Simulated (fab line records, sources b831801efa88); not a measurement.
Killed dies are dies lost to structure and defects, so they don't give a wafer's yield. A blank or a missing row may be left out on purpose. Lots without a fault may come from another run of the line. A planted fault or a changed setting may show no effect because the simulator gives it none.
Which tool did it? | flow sky130 | 9 lots, 27 wafers sampled, at 7 steps of a route of 708

WHAT THE GAUGES READ, wafer by wafer
The record holds no reading of a measuring or inspecting step that can be judged against a usual standard deviation.

WHICH TOOL RAN EACH LOT (tool, then ch and the chambers of the sampled wafers, then the start)
lot  | SKY_RES_PROTECT_STRIP_07             | SKY_LDD_P_STRIP_10                   | SKY_POLY_CUT_ETCH_10               | SKY_POLY_CUT_ETCH_11               | SKY_POLY_CUT_STRIP_12                | SKY_SD_P_STRIP_10                    | SKY_PAD_OPEN_PROBE_99
L927 | plasma_asher-04 ch 0,1, day 17 09:04 | plasma_asher-02 ch 0,1, day 21 14:26 | rie_diel-02 ch 0,1,3, day 26 17:32 | rie_diel-02 ch 0,1,3, day 26 17:35 | plasma_asher-02 ch 0,1, day 26 17:37 | -                                    | prober-02, day 47 11:35
L929 | plasma_asher-02 ch 0,1, day 17 15:42 | plasma_asher-03 ch 0,1, day 22 03:48 | rie_diel-03 ch 2,3, day 27 05:05   | rie_diel-03 ch 2,3, day 27 05:07   | plasma_asher-02 ch 0,1, day 27 05:12 | -                                    | prober-01, day 47 18:51
L935 | plasma_asher-03 ch 1, day 19 23:07   | plasma_asher-03 ch 0, day 23 23:26   | rie_diel-03 ch 1,2,3, day 28 21:32 | rie_diel-03 ch 1,2,3, day 28 21:34 | plasma_asher-01 ch 0,1, day 28 21:37 | plasma_asher-03 ch 0,1, day 30 01:15 | -
L937 | plasma_asher-02 ch 1, day 21 00:25   | plasma_asher-02 ch 0,1, day 24 23:31 | rie_diel-03 ch 0,1,2, day 29 22:55 | rie_diel-03 ch 0,1,2, day 29 22:58 | plasma_asher-03 ch 0,1, day 29 23:00 | plasma_asher-02 ch 0, day 31 02:50   | -
L938 | plasma_asher-02 ch 0,1, day 21 08:07 | plasma_asher-01 ch 0, day 25 07:37   | rie_diel-03 ch 0,1,2, day 30 10:16 | rie_diel-03 ch 0,1,2, day 30 10:19 | plasma_asher-02 ch 0,1, day 30 10:21 | plasma_asher-03 ch 1, day 31 13:35   | -
L939 | plasma_asher-03 ch 0,1, day 21 18:44 | plasma_asher-02 ch 0,1, day 25 16:44 | rie_diel-03 ch 1,2,3, day 30 14:47 | rie_diel-03 ch 1,2,3, day 30 14:49 | plasma_asher-03 ch 0,1, day 30 14:52 | plasma_asher-02 ch 0,1, day 31 17:58 | -
L941 | plasma_asher-03 ch 0,1, day 22 07:22 | plasma_asher-02 ch 0,1, day 26 04:55 | rie_diel-01 ch 0,1,3, day 30 21:52 | rie_diel-01 ch 0,1,3, day 30 21:55 | plasma_asher-01 ch 0,1, day 30 21:57 | plasma_asher-04 ch 0,1, day 32 01:13 | -
L942 | plasma_asher-04 ch 0,1, day 23 00:01 | plasma_asher-01 ch 0,1, day 26 22:05 | rie_diel-01 ch 1,3, day 31 13:55   | rie_diel-01 ch 1,3, day 31 13:58   | plasma_asher-01 ch 0,1, day 31 14:00 | plasma_asher-03 ch 0,1, day 32 17:22 | -
L944 | plasma_asher-02 ch 1, day 23 07:01   | plasma_asher-02 ch 0, day 27 05:46   | rie_diel-03 ch 0,1, day 31 23:28   | rie_diel-03 ch 0,1, day 31 23:31   | plasma_asher-03 ch 0,1, day 31 23:33 | plasma_asher-04 ch 0,1, day 33 02:28 | -
- SKY_RES_PROTECT_STRIP_07: strips in O2/N2.
- SKY_LDD_P_STRIP_10: strips in O2/N2.
- SKY_POLY_CUT_ETCH_10: etches BARC in N2/H2, stops on SiO2, time 45.9 s, target depth 60 nm.
- SKY_POLY_CUT_ETCH_11: etches Si3N4 in CF4/CH2F2/Ar, stops on poly-Si, time 42.5 s, target depth 60 nm.
- SKY_POLY_CUT_STRIP_12: strips in O2/N2.
- SKY_SD_P_STRIP_10: strips in O2/N2.
- SKY_PAD_OPEN_PROBE_99

WHAT THE TOOLS THEMSELVES READ (means of the sampled wafers that have a number; where no wafer has one, the mark that the record gives instead)
SKY_RES_PROTECT_STRIP_07. Usual: drypump_motor_current_A 5.4 A, standard deviation 0.36; oes_product_au 0.517 a.u., standard deviation 0.0049; strip_time_to_endpoint_s 23.30 s, standard deviation 0.046.
lot  | tool            | drypump_motor_current_A (A) | oes_product_au (a.u.) | strip_time_to_endpoint_s (s) | flag
L927 | plasma_asher-04 | 5.3                         | 0.521                 | 23.30                        |
L929 | plasma_asher-02 | 5.2                         | 0.518                 | 23.33                        |
L935 | plasma_asher-03 | 5.3                         | 0.517                 | 23.27                        |
L937 | plasma_asher-02 | 5.7                         | 0.515                 | 23.29                        |
L938 | plasma_asher-02 | 5.2                         | 0.516                 | 23.35                        |
L939 | plasma_asher-03 | 5.6                         | 0.515                 | 23.33                        |
L941 | plasma_asher-03 | 5.8                         | 0.518                 | 23.23                        |
L942 | plasma_asher-04 | 5.3                         | 0.520                 | 23.31                        |
L944 | plasma_asher-02 | 5.6                         | 0.517                 | 23.37                        |

SKY_LDD_P_STRIP_10. Usual: drypump_motor_current_A 5.3 A, standard deviation 0.38; oes_product_au 0.715 a.u., standard deviation 0.0046; strip_time_to_endpoint_s 14.18 s, standard deviation 0.035.
lot  | tool            | drypump_motor_current_A (A) | oes_product_au (a.u.) | strip_time_to_endpoint_s (s) | flag
L927 | plasma_asher-02 | 5.4                         | 0.713                 | 14.14                        |
L929 | plasma_asher-03 | 5.6                         | 0.723                 | 14.15                        |
L935 | plasma_asher-03 | 6.1                         | 0.716                 | 14.18                        |
L937 | plasma_asher-02 | 5.1                         | 0.711                 | 14.19                        |
L938 | plasma_asher-01 | 5.1                         | 0.720                 | 14.14                        |
L939 | plasma_asher-02 | 5.2                         | 0.716                 | 14.20                        |
L941 | plasma_asher-02 | 5.2                         | 0.716                 | 14.17                        |
L942 | plasma_asher-01 | 5.0                         | 0.716                 | 14.15                        |
L944 | plasma_asher-02 | 4.9                         | 0.712                 | 14.23                        |

SKY_POLY_CUT_ETCH_10. Usual: bias_w 99.9 W, standard deviation 0.3; chamber_pressure_mTorr 29.998 mTorr, standard deviation 0.028; drypump_motor_current_A 5.9 A, standard deviation 0.57; h2_flow_sccm 200.0 sccm, standard deviation 0.64; oes_product_au 0.855 a.u., standard deviation 0.0048; rf_fwd_power_W 495.1 W, standard deviation 2.3; throttle_valve_pct 13.223 %, standard deviation 0.0084.
lot  | tool        | bias_w (W) | chamber_pressure_mTorr (mTorr) | drypump_motor_current_A (A) | h2_flow_sccm (sccm) | oes_product_au (a.u.) | rf_fwd_power_W (W) | throttle_valve_pct (%) | flag
L927 | rie_diel-02 | -          | -                              | -                           | -                   | -                     | -                  | -                      | OFF
L929 | rie_diel-03 | -          | -                              | -                           | -                   | -                     | -                  | -                      | OFF
L935 | rie_diel-03 | 99.9       | 29.995                         | 5.8                         | 200.1               | 0.856                 | 495.5              | 13.217                 |
L937 | rie_diel-03 | 100.2      | 30.005                         | 5.9                         | 200.0               | 0.856                 | 496.2              | 13.222                 |
L938 | rie_diel-03 | 99.7       | 29.993                         | 5.9                         | 199.8               | 0.855                 | 494.8              | 13.222                 |
L939 | rie_diel-03 | 99.8       | 30.000                         | 5.9                         | 200.0               | 0.856                 | 495.8              | 13.220                 |
L941 | rie_diel-01 | 99.8       | 30.006                         | 5.5                         | 200.5               | 0.860                 | 495.0              | 13.226                 |
L942 | rie_diel-01 | 100.1      | 29.983                         | 5.5                         | 200.6               | 0.858                 | 494.5              | 13.226                 |
L944 | rie_diel-03 | 99.9       | 29.999                         | 5.6                         | 199.6               | 0.849                 | 492.8              | 13.225                 |

SKY_POLY_CUT_ETCH_11. Usual: bias_w 150.0 W, standard deviation 0.49; cf4_flow_sccm 39.99 sccm, standard deviation 0.12; drypump_motor_current_A 5.9 A, standard deviation 0.58; mfc_ar_sccm 150.0 sccm, standard deviation 0.42; oes_product_au 0.829 a.u., standard deviation 0.0067; rf_fwd_power_W 593.7 W, standard deviation 2.5; throttle_valve_pct 14.994 %, standard deviation 0.0089.
lot  | tool        | bias_w (W) | cf4_flow_sccm (sccm) | drypump_motor_current_A (A) | mfc_ar_sccm (sccm) | oes_product_au (a.u.) | rf_fwd_power_W (W) | throttle_valve_pct (%) | flag
L927 | rie_diel-02 | 150.3      | 39.89                | 5.7                         | 150.1              | 0.375                 | 593.0              | 14.954                 | OFF
L929 | rie_diel-03 | 149.6      | 39.91                | 6.3                         | 150.1              | 0.377                 | 592.0              | 14.957                 | OFF
L935 | rie_diel-03 | 150.0      | 40.00                | 5.8                         | 150.0              | 0.829                 | 592.5              | 14.995                 |
L937 | rie_diel-03 | 150.0      | 40.14                | 6.0                         | 150.3              | 0.833                 | 594.5              | 14.995                 |
L938 | rie_diel-03 | 150.3      | 39.94                | 5.9                         | 149.7              | 0.829                 | 595.3              | 14.996                 |
L939 | rie_diel-03 | 149.8      | 39.99                | 5.8                         | 150.0              | 0.829                 | 594.3              | 14.990                 |
L941 | rie_diel-01 | 149.9      | 39.95                | 5.6                         | 150.4              | 0.827                 | 592.9              | 14.994                 |
L942 | rie_diel-01 | 150.2      | 39.99                | 5.5                         | 149.9              | 0.841                 | 592.2              | 14.997                 |
L944 | rie_diel-03 | 150.7      | 40.05                | 5.5                         | 150.1              | 0.831                 | 592.4              | 14.991                 |

SKY_POLY_CUT_STRIP_12. Usual: drypump_motor_current_A 5.4 A, standard deviation 0.41; oes_product_au 0.452 a.u., standard deviation 0.0047; strip_time_to_endpoint_s 5.354 s, standard deviation 0.017.
lot  | tool            | drypump_motor_current_A (A) | oes_product_au (a.u.) | strip_time_to_endpoint_s (s) | flag
L927 | plasma_asher-02 | 5.2                         | 0.464                 | 5.637                        | OFF
L929 | plasma_asher-02 | 5.5                         | 0.463                 | 5.640                        | OFF
L935 | plasma_asher-01 | 5.1                         | 0.455                 | 5.346                        |
L937 | plasma_asher-03 | 5.8                         | 0.453                 | 5.351                        |
L938 | plasma_asher-02 | 5.4                         | 0.455                 | 5.362                        |
L939 | plasma_asher-03 | 5.8                         | 0.449                 | 5.348                        |
L941 | plasma_asher-01 | 5.1                         | 0.452                 | 5.345                        |
L942 | plasma_asher-01 | 5.0                         | 0.446                 | 5.338                        |
L944 | plasma_asher-03 | 5.8                         | 0.455                 | 5.369                        |

SKY_SD_P_STRIP_10. Usual: drypump_motor_current_A 5.4 A, standard deviation 0.36; oes_product_au 0.617 a.u., standard deviation 0.0045; strip_time_to_endpoint_s 17.50 s, standard deviation 0.041.
lot  | tool            | drypump_motor_current_A (A) | oes_product_au (a.u.) | strip_time_to_endpoint_s (s) | flag
L935 | plasma_asher-03 | 5.8                         | 0.620                 | 17.48                        |
L937 | plasma_asher-02 | 4.9                         | 0.618                 | 17.52                        |
L938 | plasma_asher-03 | 5.3                         | 0.618                 | 17.52                        |
L939 | plasma_asher-02 | 5.2                         | 0.617                 | 17.43                        |
L941 | plasma_asher-04 | 5.3                         | 0.615                 | 17.53                        |
L942 | plasma_asher-03 | 5.6                         | 0.617                 | 17.52                        |
L944 | plasma_asher-04 | 5.2                         | 0.618                 | 17.52                        |

SKY_PAD_OPEN_PROBE_99. Usual: killed_at_M0_to_M3 44, standard deviation 7.3; killed_at_M4_up 3.0, standard deviation 1.9; killed_at_contacts 24, standard deviation 5; killed_at_front_end 16, standard deviation 4.5; killed_at_other 0.3, standard deviation 0.46; killed_dies 87, standard deviation 10; killed_on_rim 17, standard deviation 3.5; killed_open 47, standard deviation 8.3; killed_short 39, standard deviation 6.4.
lot  | tool      | killed_at_M0_to_M3 | killed_at_M4_up | killed_at_contacts | killed_at_front_end | killed_at_other | killed_dies | killed_on_rim | killed_open | killed_short | flag
L927 | prober-02 | 40                 | 2.7             | 20                 | 428                 | 0.3             | 492         | 96            | 39          | 35           | OFF
L929 | prober-01 | 49                 | 2.3             | 25                 | 416                 | 0.0             | 492         | 96            | 49          | 43           | OFF

THE ANSWER, worked out from the rows above alone
Rule: a lot is off if the mean of its wafers that have a number lies more than 3 standard deviations from the usual mean. A lot without any number at a reading at which 4 lots or more have one is off too. The other lots that the step has rows for count as sound. The gauges are gone through in route order, then the tools' own readings, and for those a lot's mean is taken as printed above. The first step at which some lot is off is used, and at that step the reading that is off furthest; a lot without a number counts as furthest.
Off: L927, L929, at SKY_POLY_CUT_ETCH_10 (bias_w). Without a number there: L927, L929.
A tool fits if, at that step or a process step before it, it ran every lot that is off, and no sound lot after the first of them. None of those tried fits.

WHAT THE SIMULATOR HAD PUT IN
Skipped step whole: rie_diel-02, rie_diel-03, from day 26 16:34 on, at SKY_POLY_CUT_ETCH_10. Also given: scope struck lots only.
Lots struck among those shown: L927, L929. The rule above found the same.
